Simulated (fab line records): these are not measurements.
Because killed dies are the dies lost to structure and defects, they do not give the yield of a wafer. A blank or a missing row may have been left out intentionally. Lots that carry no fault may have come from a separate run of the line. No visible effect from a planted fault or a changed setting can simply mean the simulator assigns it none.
fab line records	flow sky130
record: lots: 24	wafers: 72	last_day: 50
route steps=708 shown METAL3@568 VIA3@574 METAL4@629 METAL5@675
lots with no fault: from the same line, run without faults
start_h: hours from the record's first day to the start of the lot's first wafer shown	wait_h: how many hours have passed since the lot's step before this one	" same as the row above	L1.1+2: one row covering several wafers at once	- either no value or no given start	* or withheld: withheld	< > ~ a bound
route shown NAME@n: names a module that has steps shown in the file, with the first one's number in the route	usual: average and standard deviation across the fault-free wafers	same: alike in all rows	chamber/n: place in a boat	sites: the reading at each site	_std_site: how widely they spread, as a standard deviation	_edge_site: the outer-site mean with the inner-site mean subtracted	radius_mm: how far each site lies from the wafer's centre	mask NAME#n: copy n	behind: the last tool/chamber to shape the wafer	hold: why the lot went on hold/how many hours it stayed there/how the hold came to an end	device: the transistor (n, p or np) that didn't switch	end of line: tests run on the same wafers once the route is complete	step lacking rows: just its recipe	killed: not the wafer's yield, but the dies lost to structure and defects at the first sort	map: dies across one wafer; x = killed, . = not, _ = none there
set.NAME: the setting as run; set.NAME@STEP: as run at that earlier step	model.NAME: the simulator's own value behind a step, which no gauge read
route steps across a sampled set of lots; one table per step, one row per wafer
services: a tool's chamber out of use, with start hour (start_h, from the record's first day; less than 0 if before it), hours out, and reason
== steps ==
step: SKY_METAL3_METAL_ETCH_18
recipe: target_depth_a: 8450	stop_on: SiO2	over_etch_frac: 0.3	time_s: 183.1	chemistry: Cl2/BCl3	resist_sidewall_deg: 88	pressure_mtorr: 10	icp_w: 900	bias_w: 48.5	Cl2_flow_sccm: 60	bcl3_flow_sccm: 30
usual: bias_w: 48.51/0.14	drypump_motor_current_A: 5.8/0.35	mfc_cl2_sccm: 60.00/0.18	oes_product_au: 0.867/0.0073	throttle_valve_pct: 22.265/0.009
lot.wafer	tool	chamber	start_h	wait_h	bias_w	drypump_motor_current_A	mfc_cl2_sccm	oes_product_au	rf_hours_counter_h	throttle_valve_pct
L074.2	rie_metal-01	0	895.57	0.1	48.55	5.8	59.89	0.862	-	22.259
L074.4	"	0	"	"	48.48	5.8	60.19	0.856	-	22.275
L074.5	"	0	"	"	48.48	5.8	60.05	0.871	-	22.284
L075.1	rie_metal-04	0	907.21	0.0	48.19	6.3	60.13	0.863	5	22.273
L075.2	"	1	"	"	48.48	5.2	59.92	0.862	6	22.276
L075.3	"	0	"	"	48.33	6.3	60.21	0.866	-	22.262
L076.1	rie_metal-04	0	914.51	0.0	48.62	6.3	60.01	0.865	6	22.253
L076.5	"	0	"	"	48.65	6.3	59.85	0.866	-	22.277
L076.6	"	1	"	"	48.55	5.2	60.00	0.862	-	22.260
L077.1	rie_metal-03	0	917.44	0.0	48.85	5.8	60.12	0.866	4	22.264
L077.2	"	1	"	"	48.53	5.7	59.73	0.874	13	22.277
L077.5	"	1	"	"	48.56	5.7	60.21	0.868	-	22.275
L078.3	rie_metal-03	1	933.22	0.1	48.58	5.8	60.19	0.868	-	22.263
L078.5	"	0	"	"	48.52	5.8	60.08	0.862	-	22.267
L078.6	"	1	"	"	48.44	5.7	59.98	0.854	-	22.265
L079.1	rie_metal-01	1	946.26	0.0	48.34	5.7	59.74	0.867	1	22.271
L079.3	"	0	"	"	48.60	5.8	60.29	0.854	-	22.265
L079.4	"	1	"	"	48.31	5.7	59.96	0.851	-	22.268
L081.2	rie_metal-01	0	954.81	0.0	48.48	5.9	60.14	0.859	17	22.265
L081.4	"	1	"	"	48.48	5.7	59.98	0.869	-	22.269
L081.5	"	1	"	"	48.38	5.7	59.77	0.873	-	22.267
L080.2	rie_metal-01	1	957.81	0.0	48.59	5.7	60.06	0.864	1	22.269
L080.3	"	1	"	"	48.32	5.7	60.05	0.876	-	22.272
L080.4	"	0	"	"	48.33	5.8	60.09	0.854	-	22.268
L082.1	rie_metal-03	1	960.55	0.0	48.28	5.7	60.01	0.866	15	22.270
L082.2	"	0	"	"	48.48	5.8	59.96	0.854	6	22.271
L082.4	"	0	"	"	48.54	5.8	59.97	0.867	-	22.264
L083.2	rie_metal-04	1	970.06	0.0	48.67	5.2	59.85	0.872	9	22.248
L083.4	"	1	"	"	48.77	5.2	59.89	0.869	-	22.267
L083.6	"	1	"	"	48.67	5.2	60.17	0.874	-	22.261
L085.2	rie_metal-04	0	999.21	0.0	48.49	6.3	60.09	0.872	10	22.271
L085.3	"	1	"	"	48.39	5.2	60.26	0.873	-	22.262
L085.6	"	0	"	"	48.58	6.3	60.04	0.867	-	22.255
L086.1	rie_metal-04	1	1001.36	0.0	48.33	5.2	59.71	0.868	11	22.266
L086.3	"	1	"	"	48.65	5.2	59.86	0.857	-	22.266
L086.5	"	1	"	"	48.49	5.2	59.89	0.872	-	22.269
L084.4	rie_metal-01	1	1002.37	0.1	48.80	5.7	60.06	0.868	-	22.267
L084.5	"	0	"	"	48.51	5.8	59.91	0.866	-	22.264
L084.6	"	1	"	"	48.33	5.7	59.91	0.866	-	22.260
L087.1	rie_metal-04	1	1003.96	0.0	48.67	5.2	60.06	0.876	11	22.249
L087.2	"	0	"	"	48.53	6.3	60.09	0.876	11	22.273
L087.4	"	0	"	"	48.56	6.3	60.21	0.867	-	22.268
L088.2	rie_metal-03	0	1004.06	0.0	48.33	5.8	59.97	0.871	9	22.268
L088.3	"	0	"	"	48.26	5.8	60.04	0.863	-	22.273
L088.5	"	1	"	"	48.25	5.7	59.76	0.875	-	22.268
L089.1	rie_metal-01	0	1006.77	0.0	48.58	5.8	59.82	0.860	19	22.278
L089.3	"	0	"	"	48.52	5.8	59.69	0.866	-	22.268
L089.6	"	0	"	"	48.71	5.8	59.96	0.874	-	22.257
L090.1	rie_metal-04	0	1010.22	0.0	48.44	6.3	60.05	0.869	11	22.272
L090.2	"	1	"	"	48.46	5.2	59.89	0.878	11	22.261
L090.5	"	1	"	"	48.44	5.2	60.04	0.878	-	22.256
L091.2	rie_metal-01	1	1021.61	0.0	48.51	5.7	60.23	0.880	5	22.247
L091.4	"	0	"	"	48.58	5.8	59.98	0.872	-	22.266
L091.5	"	0	"	"	48.46	5.8	59.97	0.884	-	22.271
L092.3	rie_metal-01	1	1040.92	0.1	48.42	5.7	59.89	0.867	-	22.261
L092.4	"	0	"	"	48.65	5.8	59.96	0.867	-	22.250
L092.5	"	0	"	"	48.60	5.8	59.54	0.866	-	22.282
L093.1	rie_metal-04	0	1043.62	0.0	48.65	6.3	60.00	0.864	13	22.278
L093.4	"	1	"	"	48.24	5.2	60.05	0.866	-	22.261
L093.5	"	1	"	"	48.52	5.2	59.88	0.865	-	22.266
L094.3	rie_metal-04	0	1047.07	0.1	48.39	6.3	59.71	0.864	-	22.252
L094.4	"	1	"	"	48.37	5.2	60.19	0.869	-	22.256
L094.6	"	1	"	"	48.46	5.2	60.01	0.867	-	22.255
L095.1	rie_metal-01	0	1051.51	0.0	48.15	5.8	60.06	0.869	22	22.265
L095.2	"	1	"	"	48.27	5.7	59.53	0.874	6	22.280
L095.3	"	0	"	"	48.24	5.8	60.00	0.865	-	22.258
L096.2	rie_metal-04	0	1057.79	0.0	48.40	6.3	60.17	0.860	14	22.255
L096.3	"	1	"	"	48.62	5.2	59.85	0.856	-	22.271
L096.4	"	0	"	"	48.52	6.3	60.04	0.864	-	22.275
L097.2	rie_metal-01	1	1058.47	0.1	48.68	5.7	59.93	0.853	-	22.240
L097.5	"	1	"	"	48.76	5.7	60.35	0.851	-	22.260
L097.6	"	1	"	"	48.77	5.7	59.95	0.864	-	22.257
step: SKY_VIA3_THK_MEAS_01
recipe: reads: SiO2_of_VIA3_HDPCVD_00
usual: VIA3_HDPCVD_THK: 1633/18
lot.wafer	tool	chamber	start_h	wait_h	VIA3_HDPCVD_THK[nm]
L074.2	film_metro-04	-	896.68	0.1	1618
L074.4	"	-	"	"	1624
L074.5	"	-	"	"	1637
L075.1	film_metro-03	-	908.15	0.1	1631
L075.2	"	-	"	"	1626
L075.3	"	-	"	"	1658
L076.1	film_metro-04	-	915.45	0.1	1646
L076.5	"	-	"	"	1634
L076.6	"	-	"	"	1633
L077.1	film_metro-03	-	918.38	0.1	1623
L077.2	"	-	"	"	1660
L077.5	"	-	"	"	1659
L078.3	film_metro-03	-	934.12	0.1	1641
L078.5	"	-	"	"	1614
L078.6	"	-	"	"	1621
L079.1	film_metro-04	-	947.19	0.1	1647
L079.3	"	-	"	"	1645
L079.4	"	-	"	"	1673
L081.2	film_metro-03	-	955.88	0.1	1606
L081.4	"	-	"	"	1612
L081.5	"	-	"	"	1605
L080.2	film_metro-04	-	958.83	0.1	1639
L080.3	"	-	"	"	1632
L080.4	"	-	"	"	1621
L082.1	film_metro-01	-	961.91	0.1	1606
L082.2	"	-	"	"	1622
L082.4	"	-	"	"	1602
L083.2	film_metro-04	-	971.00	0.1	1603
L083.4	"	-	"	"	1605
L083.6	"	-	"	"	1611
L085.2	film_metro-04	-	1000.17	0.1	1625
L085.3	"	-	"	"	1641
L085.6	"	-	"	"	1619
L086.1	film_metro-04	-	1002.33	0.1	1658
L086.3	"	-	"	"	1649
L086.5	"	-	"	"	1649
L084.4	film_metro-01	-	1003.32	0.0	1628
L084.5	"	-	"	"	1650
L084.6	"	-	"	"	1649
L087.1	film_metro-01	-	1004.94	0.1	1651
L087.2	"	-	"	"	1612
L087.4	"	-	"	"	1620
L088.2	film_metro-03	-	1005.00	0.1	1612
L088.3	"	-	"	"	1594
L088.5	"	-	"	"	1604
L089.1	film_metro-03	-	1007.71	0.1	1637
L089.3	"	-	"	"	1654
L089.6	"	-	"	"	1657
L090.1	film_metro-04	-	1011.35	0.1	1650
L090.2	"	-	"	"	1639
L090.5	"	-	"	"	1629
L091.2	film_metro-04	-	1022.59	0.1	1638
L091.4	"	-	"	"	1648
L091.5	"	-	"	"	1643
L092.3	film_metro-01	-	1041.82	0.1	1616
L092.4	"	-	"	"	1637
L092.5	"	-	"	"	1608
L093.1	film_metro-01	-	1044.56	0.1	1641
L093.4	"	-	"	"	1625
L093.5	"	-	"	"	1621
L094.3	film_metro-01	-	1048.06	0.1	1658
L094.4	"	-	"	"	1621
L094.6	"	-	"	"	1649
L095.1	film_metro-01	-	1052.53	0.1	1635
L095.2	"	-	"	"	1642
L095.3	"	-	"	"	1638
L096.2	film_metro-01	-	1058.74	0.1	1635
L096.3	"	-	"	"	1627
L096.4	"	-	"	"	1608
L097.2	film_metro-01	-	1059.57	0.1	1646
L097.5	"	-	"	"	1646
L097.6	"	-	"	"	1655
step: SKY_METAL4_CD_MEAS_13
recipe: target_cd_nm: 300
usual: cd_nm: 300.2/1.6
lot.wafer	tool	chamber	start_h	wait_h	cd_nm
L074.2	cd_sem-02	-	973.58	-	301.5
L074.4	"	-	"	"	301.6
L074.5	"	-	"	"	302.4
L075.1	cd_sem-01	-	984.25	-	300.0
L075.2	"	-	"	"	300.5
L075.3	"	-	"	"	302.0
L076.1	cd_sem-02	-	989.81	-	300.5
L076.5	"	-	"	"	301.4
L076.6	"	-	"	"	300.3
L077.1	cd_sem-01	-	993.01	-	298.4
L077.2	"	-	"	"	297.8
L077.5	"	-	"	"	296.1
L078.3	cd_sem-02	-	1007.19	-	300.7
L078.5	"	-	"	"	301.7
L078.6	"	-	"	"	300.9
L079.1	cd_sem-02	-	1019.60	-	298.1
L079.3	"	-	"	"	298.5
L079.4	"	-	"	"	298.2
L081.2	cd_sem-01	-	1027.97	-	297.0
L081.4	"	-	"	"	296.7
L081.5	"	-	"	"	296.8
L080.2	cd_sem-02	-	1030.93	-	301.1
L080.3	"	-	"	"	300.5
L080.4	"	-	"	"	300.6
L082.1	cd_sem-01	-	1034.06	-	299.9
L082.2	"	-	"	"	301.0
L082.4	"	-	"	"	301.9
L083.2	cd_sem-02	-	1043.68	-	298.4
L083.4	"	-	"	"	297.8
L083.6	"	-	"	"	298.5
L085.2	cd_sem-02	-	1069.17	-	301.3
L085.3	"	-	"	"	302.6
L085.6	"	-	"	"	302.4
L086.1	cd_sem-01	-	1072.05	-	299.4
L086.3	"	-	"	"	299.4
L086.5	"	-	"	"	298.7
L084.4	cd_sem-01	-	1072.61	-	301.3
L084.5	"	-	"	"	300.8
L084.6	"	-	"	"	301.6
L087.1	cd_sem-01	-	1073.25	-	300.6
L087.2	"	-	"	"	299.9
L087.4	"	-	"	"	301.0
L088.2	cd_sem-02	-	1074.02	-	300.3
L088.3	"	-	"	"	299.8
L088.5	"	-	"	"	300.4
L089.1	cd_sem-01	-	1075.66	-	299.4
L089.3	"	-	"	"	300.6
L089.6	"	-	"	"	298.3
L090.1	cd_sem-02	-	1080.31	-	300.9
L090.2	"	-	"	"	300.6
L090.5	"	-	"	"	299.7
L091.2	cd_sem-02	-	1095.82	-	298.7
L091.4	"	-	"	"	300.7
L091.5	"	-	"	"	299.4
L092.3	cd_sem-02	-	1106.64	-	299.3
L092.4	"	-	"	"	298.2
L092.5	"	-	"	"	299.1
L093.1	cd_sem-01	-	1109.26	-	299.1
L093.4	"	-	"	"	298.0
L093.5	"	-	"	"	298.1
L094.3	cd_sem-02	-	1111.39	-	299.9
L094.4	"	-	"	"	299.6
L094.6	"	-	"	"	299.8
L095.1	cd_sem-02	-	1116.10	-	301.8
L095.2	"	-	"	"	300.3
L095.3	"	-	"	"	300.6
L096.2	cd_sem-01	-	1122.22	-	300.9
L096.3	"	-	"	"	300.8
L096.4	"	-	"	"	302.1
L097.2	cd_sem-02	-	1122.98	-	302.6
L097.5	"	-	"	"	304.2
L097.6	"	-	"	"	302.6
step: SKY_METAL4_DESCUM_15
recipe: chemistry: O2	source_power_w: 150	bias_power_w: 0	pressure_mtorr: 10	temp_c: 40	time_s: 8
usual: drypump_motor_current_A: 5.6/0.34	oes_product_au: 0.999/0.0057
lot.wafer	tool	chamber	start_h	wait_h	drypump_motor_current_A	oes_product_au	rf_hours_counter_h
L074.2	rie_metal-04	0	973.72	0.0	6.3	0.998	9
L074.4	"	0	"	"	6.3	0.995	-
L074.5	"	0	"	"	6.3	1.004	-
L075.1	rie_metal-04	0	984.41	0.0	6.3	1.005	9
L075.2	"	1	"	"	5.2	0.989	10
L075.3	"	1	"	"	5.2	1.002	-
L076.1	rie_metal-04	1	989.97	0.0	5.2	0.996	10
L076.5	"	0	"	"	6.3	1.000	-
L076.6	"	1	"	"	5.2	0.996	-
L077.1	rie_metal-02	0	993.17	0.0	5.3	1.002	5
L077.2	"	1	"	"	5.7	1.003	18
L077.5	"	1	"	"	5.7	1.008	-
L078.3	rie_metal-02	0	1007.32	0.0	5.4	0.997	-
L078.5	"	1	"	"	5.7	1.001	-
L078.6	"	0	"	"	5.3	1.002	-
L079.1	rie_metal-02	1	1019.76	0.0	5.7	1.001	20
L079.3	"	0	"	"	5.3	1.000	-
L079.4	"	1	"	"	5.7	0.996	-
L081.2	rie_metal-03	1	1028.11	0.0	5.8	0.993	19
L081.4	"	1	"	"	5.7	0.995	-
L081.5	"	1	"	"	5.7	1.004	-
L080.2	rie_metal-03	1	1031.07	0.0	5.7	0.989	19
L080.3	"	1	"	"	5.7	1.005	-
L080.4	"	0	"	"	5.8	1.002	-
L082.1	rie_metal-04	1	1034.22	0.0	5.2	1.007	13
L082.2	"	0	"	"	6.3	0.999	12
L082.4	"	1	"	"	5.2	1.002	-
L083.2	rie_metal-03	1	1043.82	0.0	5.7	1.003	20
L083.4	"	1	"	"	5.7	1.000	-
L083.6	"	1	"	"	5.8	1.006	-
L085.2	rie_metal-02	1	1069.31	0.0	5.7	1.003	23
L085.3	"	1	"	"	5.7	0.998	-
L085.6	"	1	"	"	5.7	0.999	-
L086.1	rie_metal-03	1	1072.21	0.0	5.7	0.993	21
L086.3	"	0	"	"	5.8	1.002	-
L086.5	"	0	"	"	5.8	0.995	-
L084.4	rie_metal-03	0	1072.72	0.0	5.8	1.008	-
L084.5	"	0	"	"	5.8	0.998	-
L084.6	"	1	"	"	5.7	0.996	-
L087.1	rie_metal-02	0	1073.41	0.0	5.4	1.013	10
L087.2	"	1	"	"	5.7	1.001	23
L087.4	"	0	"	"	5.4	1.005	-
L088.2	rie_metal-03	1	1074.16	0.0	5.7	1.000	22
L088.3	"	0	"	"	5.8	1.013	-
L088.5	"	1	"	"	5.7	1.002	-
L089.1	rie_metal-02	0	1075.82	0.0	5.4	0.992	10
L089.3	"	1	"	"	5.7	0.998	-
L089.6	"	1	"	"	5.7	1.002	-
L090.1	rie_metal-04	1	1080.47	0.0	5.2	0.999	16
L090.2	"	0	"	"	6.3	1.001	16
L090.5	"	0	"	"	6.3	0.992	-
L091.2	rie_metal-04	1	1095.96	0.0	5.2	0.992	17
L091.4	"	0	"	"	6.3	1.005	-
L091.5	"	0	"	"	6.3	1.001	-
L092.3	rie_metal-02	0	1106.78	0.0	5.3	0.995	-
L092.4	"	0	"	"	5.4	0.998	-
L092.5	"	0	"	"	5.4	1.004	-
L093.1	rie_metal-02	0	1109.42	0.0	5.3	0.997	13
L093.4	"	0	"	"	5.3	0.985	-
L093.5	"	0	"	"	5.3	0.989	-
L094.3	rie_metal-02	0	1111.53	0.0	5.3	0.994	-
L094.4	"	0	"	"	5.4	0.998	-
L094.6	"	0	"	"	5.3	0.994	-
L095.1	rie_metal-02	0	1116.26	0.0	5.4	0.995	14
L095.2	"	1	"	"	5.7	0.995	0
L095.3	"	1	"	"	5.7	0.989	-
L096.2	rie_metal-03	1	1122.36	0.0	5.7	1.008	26
L096.3	"	1	"	"	5.7	1.010	-
L096.4	"	0	"	"	5.9	1.007	-
L097.2	rie_metal-04	1	1123.12	0.0	5.2	1.001	19
L097.5	"	1	"	"	5.2	0.999	-
L097.6	"	0	"	"	6.3	1.004	-
step: SKY_METAL4_STRIP_19
recipe: chemistry: O2/N2	power_w: 1400	pressure_mtorr: 1500	platen_temp_c: withheld	o2_flow_sccm: 3000	n2_flow_sccm: 300	overash_fraction: 0.5
usual: drypump_motor_current_A: 5.8/0.62	oes_product_au: 0.502/0.0052	strip_time_to_endpoint_s: 6.52/0.054
lot.wafer	tool	chamber	start_h	wait_h	drypump_motor_current_A	oes_product_au	rf_hours_counter_h	strip_time_to_endpoint_s
L074.2	plasma_asher-01	1	974.05	0.1	4.8	0.491	80	6.44
L074.4	"	1	"	"	4.8	0.506	-	6.48
L074.5	"	1	"	"	4.8	0.491	-	6.39
L075.1	plasma_asher-01	1	984.73	0.1	4.8	0.505	81	6.58
L075.2	"	0	"	"	5.7	0.500	81	6.49
L075.3	"	0	"	"	5.7	0.496	-	6.55
L076.1	plasma_asher-04	0	990.29	0.1	6.9	0.501	59	6.49
L076.5	"	1	"	"	5.8	0.505	-	6.54
L076.6	"	0	"	"	6.9	0.503	-	6.53
L077.1	plasma_asher-01	1	993.49	0.1	4.8	0.506	82	6.45
L077.2	"	0	"	"	5.8	0.500	82	6.48
L077.5	"	1	"	"	4.8	0.496	-	6.39
L078.3	plasma_asher-01	0	1007.67	0.1	5.8	0.497	-	6.52
L078.5	"	0	"	"	5.8	0.505	-	6.53
L078.6	"	1	"	"	4.8	0.501	-	6.54
L079.1	plasma_asher-01	0	1020.08	0.1	5.7	0.506	85	6.47
L079.3	"	0	"	"	5.7	0.499	-	6.43
L079.4	"	1	"	"	4.8	0.509	-	6.49
L081.2	plasma_asher-03	0	1028.43	0.1	6.1	0.501	26	6.49
L081.4	"	1	"	"	6.0	0.489	-	6.53
L081.5	"	0	"	"	6.1	0.501	-	6.51
L080.2	plasma_asher-03	0	1031.39	0.1	6.1	0.502	27	6.46
L080.3	"	0	"	"	6.1	0.503	-	6.49
L080.4	"	1	"	"	6.0	0.499	-	6.53
L082.1	plasma_asher-01	1	1034.54	0.1	4.8	0.498	86	6.45
L082.2	"	0	"	"	5.7	0.501	86	6.50
L082.4	"	0	"	"	5.7	0.500	-	6.49
L083.2	plasma_asher-04	0	1044.14	0.1	6.8	0.506	65	6.56
L083.4	"	1	"	"	5.8	0.503	-	6.54
L083.6	"	1	"	"	5.8	0.504	-	6.59
L085.2	plasma_asher-03	0	1069.63	0.1	6.1	0.502	31	6.53
L085.3	"	1	"	"	6.0	0.506	-	6.56
L085.6	"	0	"	"	6.1	0.504	-	6.54
L086.1	plasma_asher-04	1	1072.53	0.1	5.8	0.509	68	6.47
L086.3	"	0	"	"	6.8	0.506	-	6.56
L086.5	"	1	"	"	5.8	0.503	-	6.56
L084.4	plasma_asher-01	1	1073.07	0.1	4.8	0.499	-	6.49
L084.5	"	0	"	"	5.8	0.506	-	6.51
L084.6	"	1	"	"	4.8	0.509	-	6.53
L087.1	plasma_asher-01	0	1073.73	0.1	5.7	0.505	90	6.46
L087.2	"	1	"	"	4.8	0.513	90	6.53
L087.4	"	0	"	"	5.7	0.501	-	6.56
L088.2	plasma_asher-01	0	1074.48	0.1	5.7	0.510	90	6.62
L088.3	"	1	"	"	4.8	0.507	-	6.62
L088.5	"	0	"	"	5.7	0.506	-	6.62
L089.1	plasma_asher-04	1	1076.14	0.1	5.9	0.493	68	6.48
L089.3	"	1	"	"	5.8	0.503	-	6.48
L089.6	"	0	"	"	6.8	0.506	-	6.50
L090.1	plasma_asher-04	0	1080.79	0.1	6.8	0.498	69	6.47
L090.2	"	1	"	"	5.8	0.503	69	6.51
L090.5	"	1	"	"	5.8	0.497	-	6.53
L091.2	plasma_asher-03	0	1096.46	0.2	6.1	0.497	33	6.53
L091.4	"	0	"	"	6.1	0.500	-	6.45
L091.5	"	1	"	"	6.0	0.499	-	6.53
L092.3	plasma_asher-04	0	1107.25	0.1	6.8	0.495	-	6.46
L092.4	"	1	"	"	5.8	0.505	-	6.51
L092.5	"	1	"	"	5.8	0.497	-	6.44
L093.1	plasma_asher-01	0	1109.87	0.1	5.7	0.499	94	6.44
L093.4	"	0	"	"	5.7	0.491	-	6.47
L093.5	"	1	"	"	4.8	0.499	-	6.46
L094.3	plasma_asher-03	1	1112.00	0.1	6.0	0.511	-	6.53
L094.4	"	0	"	"	6.1	0.509	-	6.54
L094.6	"	1	"	"	6.0	0.501	-	6.52
L095.1	plasma_asher-03	1	1116.58	0.1	6.0	0.513	35	6.62
L095.2	"	0	"	"	6.1	0.505	35	6.64
L095.3	"	0	"	"	6.1	0.499	-	6.58
L096.2	plasma_asher-03	1	1122.68	0.1	6.0	0.502	36	6.56
L096.3	"	1	"	"	6.0	0.498	-	6.56
L096.4	"	0	"	"	6.1	0.507	-	6.55
L097.2	plasma_asher-01	0	1123.44	0.1	5.7	0.502	95	6.60
L097.5	"	0	"	"	5.7	0.508	-	6.55
L097.6	"	1	"	"	4.8	0.502	-	6.53
step: SKY_METAL5_DESCUM_14
recipe: chemistry: O2	source_power_w: 150	bias_power_w: 0	pressure_mtorr: 10	temp_c: 40	time_s: 11
usual: drypump_motor_current_A: 5.69/0.15	oes_product_au: 1.000/0.0067
lot.wafer	tool	chamber	start_h	wait_h	drypump_motor_current_A	oes_product_au	rf_hours_counter_h
L074.2	rie_metal-02	1	1021.75	0.1	5.72	0.980	20
L074.4	"	0	"	"	5.34	0.991	-
L074.5	"	1	"	"	5.72	0.990	-
L075.1	rie_metal-01	1	1033.75	0.1	5.70	0.992	5
L075.2	"	0	"	"	5.77	1.002	20
L075.3	"	1	"	"	5.68	1.004	-
L076.1	rie_metal-03	0	1038.50	0.1	5.80	0.996	11
L076.5	"	0	"	"	5.77	1.000	-
L076.6	"	1	"	"	5.73	0.996	-
L077.1	rie_metal-02	0	1041.65	0.1	5.35	0.989	8
L077.2	"	1	"	"	5.71	0.997	21
L077.5	"	0	"	"	5.36	0.988	-
L078.3	rie_metal-03	0	1054.76	0.1	5.79	1.002	-
L078.5	"	0	"	"	5.79	1.004	-
L078.6	"	1	"	"	5.75	1.000	-
L079.1	rie_metal-03	1	1075.35	0.1	5.74	1.009	22
L079.3	"	1	"	"	5.70	1.007	-
L079.4	"	0	"	"	5.77	1.018	-
L081.2	rie_metal-01	1	1076.15	0.1	5.69	0.998	8
L081.4	"	1	"	"	5.73	0.993	-
L081.5	"	1	"	"	5.71	0.992	-
L080.2	rie_metal-03	0	1076.50	0.1	5.78	0.998	14
L080.3	"	1	"	"	5.68	0.999	-
L080.4	"	0	"	"	5.79	1.009	-
L082.1	rie_metal-03	1	1079.90	0.1	5.68	1.000	23
L082.2	"	0	"	"	5.80	1.012	14
L082.4	"	0	"	"	5.80	1.014	-
L083.2	rie_metal-01	0	1099.65	0.1	5.80	1.000	2
L083.4	"	0	"	"	5.82	1.007	-
L083.6	"	0	"	"	5.79	0.993	-
L085.2	rie_metal-03	1	1111.65	0.1	5.72	1.000	25
L085.3	"	1	"	"	5.73	1.013	-
L085.6	"	1	"	"	5.72	0.996	-
L086.1	rie_metal-03	1	1114.35	0.1	5.67	0.998	25
L086.3	"	1	"	"	5.72	0.999	-
L086.5	"	1	"	"	5.72	1.007	-
L084.4	rie_metal-03	0	1116.41	0.1	5.81	1.012	-
L084.5	"	0	"	"	5.81	1.006	-
L084.6	"	1	"	"	5.73	0.999	-
L087.1	rie_metal-01	1	1117.10	0.1	5.68	0.994	11
L087.2	"	0	"	"	5.80	0.993	3
L087.4	"	0	"	"	5.80	0.998	-
L088.2	rie_metal-01	0	1117.65	0.1	5.83	0.998	3
L088.3	"	1	"	"	5.73	0.996	-
L088.5	"	1	"	"	5.70	0.988	-
L089.1	rie_metal-02	1	1120.05	0.1	5.70	1.002	1
L089.3	"	1	"	"	5.71	1.002	-
L089.6	"	1	"	"	5.72	1.004	-
L090.1	rie_metal-01	0	1124.15	0.1	5.82	0.996	4
L090.2	"	1	"	"	5.72	0.995	12
L090.5	"	0	"	"	5.79	0.996	-
L091.2	rie_metal-02	1	1138.35	0.1	5.71	0.991	2
L091.4	"	0	"	"	5.36	0.995	-
L091.5	"	0	"	"	5.35	0.994	-
L092.3	rie_metal-02	1	1148.07	0.1	5.72	0.998	-
L092.4	"	0	"	"	5.34	0.999	-
L092.5	"	0	"	"	5.33	1.003	-
L093.1	rie_metal-03	0	1151.05	0.1	5.80	1.002	20
L093.4	"	1	"	"	5.74	1.007	-
L093.5	"	1	"	"	5.76	1.010	-
L094.3	rie_metal-01	1	1152.61	0.1	5.72	1.006	-
L094.4	"	0	"	"	5.82	0.999	-
L094.6	"	0	"	"	5.79	1.008	-
L095.1	rie_metal-02	0	1157.70	0.1	5.34	0.995	18
L095.2	"	1	"	"	5.71	1.009	3
L095.3	"	1	"	"	5.71	0.994	-
L096.2	rie_metal-02	0	1163.50	0.1	5.35	0.999	18
L096.3	"	1	"	"	5.70	1.004	-
L096.4	"	0	"	"	5.38	0.998	-
L097.2	rie_metal-01	1	1163.80	0.1	5.68	0.992	15
L097.5	"	0	"	"	5.83	1.001	-
L097.6	"	1	"	"	5.69	0.997	-
== services ==
tool	chamber	start_h	hours	kind
rie_metal-02	1	885.34	4.2	repair
rie_metal-01	1	889.41	-	clean
rie_metal-01	1	889.41	36.1	scheduled_down
rie_metal-01	1	889.41	36.1	vent_cycle
rie_metal-04	1	918.18	8.0	repair
plasma_asher-04	-	963.94	2.8	pm
rie_metal-02	-	986.59	0.6	repair
plasma_asher-01	-	997.53	1.6	repair
rie_metal-04	-	1015.47	2.8	pm
rie_metal-01	0	1055.80	-	clean
rie_metal-01	0	1055.80	18.2	scheduled_down
rie_metal-01	0	1055.80	18.2	vent_cycle
rie_metal-02	1	1083.41	-	clean
rie_metal-02	1	1083.41	29.4	scheduled_down
rie_metal-02	1	1083.41	29.4	vent_cycle
plasma_asher-04	-	1113.64	4.6	repair
rie_metal-02	1	1140.36	3.9	repair
rie_metal-02	-	1145.26	1.4	pm
== key ==
fault none
